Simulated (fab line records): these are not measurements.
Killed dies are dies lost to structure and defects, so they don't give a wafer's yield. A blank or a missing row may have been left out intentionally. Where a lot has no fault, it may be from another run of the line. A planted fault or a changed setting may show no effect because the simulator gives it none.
2 desks looking at one fault -- flow sky130 -- every desk sees just its own numbers, and what lay behind them comes last

== THE TOOL OWNER'S DESK: hdpcvd-02 ==
The tool's own readings at SKY_VIA1_HDPCVD_00 (deposits SiO2, target thk 1030 nm, time 171.7 s): means of the sampled wafers that have a number, for each lot that ran on this tool. If a lot's mean is further than 4 standard deviations from the usual mean, the lot is out of limits and carries the mark OUT (the distance appears in the brackets).
Columns: A = sih4 flow sccm at SKY_VIA1_HDPCVD_00, usual 60.01 sccm
lot,first seen here,A
L431,day 35 23:20,59.88
L433,day 36 04:59,59.84
L434,day 36 07:25,59.86
L435,day 36 23:14,60.05
L438,day 37 20:41,60.21
L444,day 39 11:11,70.18 (+57) OUT
L445,day 39 15:14,70.17 (+56) OUT
L448,day 40 08:13,69.95 (+55) OUT
This desk finds L444, L445, L448 out of limits, L444 being first, at day 39 11:11 (sih4 flow sccm at SKY_VIA1_HDPCVD_00). L431, L433, L434, L435, L438 stayed within limits.

== THE METROLOGY DESK ==
Lot by lot, what the gauges showed, no matter which tool ran the lot: averages of those sampled wafers that carry a number. If a lot's mean is further than 4 standard deviations from the usual mean, the lot is out of limits and carries the mark OUT (the distance appears in the brackets).
Columns: A = CONTACT_W_RS at SKY_CONTACT_RS_MEAS_25, usual 0.332 ohm/sq; B = METAL1_ALCU_RS at SKY_METAL1_RS_MEAS_05, usual 0.1262 ohm/sq; C = VIA1_HDPCVD_THK at SKY_VIA1_THK_MEAS_01, usual 1028 nm; D = VIA1_BOW at SKY_VIA1_BOW_MEAS_03, usual 79 um
lot,first seen here,A,B,C,D
L428,day 33 07:55,0.335,0.1273,1033,79
L430,day 33 17:49,0.339,0.1243,1036,82
L431,day 34 18:20,0.337,0.1255,1023,75
L432,day 34 21:31,0.324,0.1249,1041,78
L433,day 35 00:53,0.341,0.1261,1028,77
L434,day 35 02:57,0.324,0.1256,1015,83
L435,day 35 19:10,0.330,0.1261,1005,92
L437,day 36 03:53,0.335,0.1253,1024,79
L438,day 36 16:20,0.337,0.1263,1010,74
L444,day 38 07:49,0.332,0.1279,1200 (+16) OUT,82
L445,day 38 11:08,0.324,0.1245,1202 (+16) OUT,83
L448,day 39 04:30,0.330,0.1280,1201 (+16) OUT,79
This desk's result: L444, L445, L448 out of limits, first on L444 (VIA1_HDPCVD_THK at SKY_VIA1_THK_MEAS_01), day 39 11:18. L428, L430, L431, L432, L433, L434, L435, L437, L438 stayed within limits.

== TAKEN TOGETHER ==
The tool owner's desk could have raised an alarm at day 39 11:11, on L444, L445, L448.
Metrology desk: alarm possible at day 39 11:18 on L444, L445, L448.
SKY_VIA1_HDPCVD_00 was run on hdpcvd-02 by each of the lots named.

== WHAT HAD BEEN PUT IN BY THE SIMULATOR ==
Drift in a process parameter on hdpcvd-02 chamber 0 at SKY_VIA1_HDPCVD_00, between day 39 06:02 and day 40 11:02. Setting sih4 flow sccm shifted by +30 from 60. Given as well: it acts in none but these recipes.
Lots struck among those shown: L444, L445, L448.
Delay (hours) between the fault's onset and each desk's first out-of-limits reading: 5 at the tool owner's desk, 5 at the metrology desk.
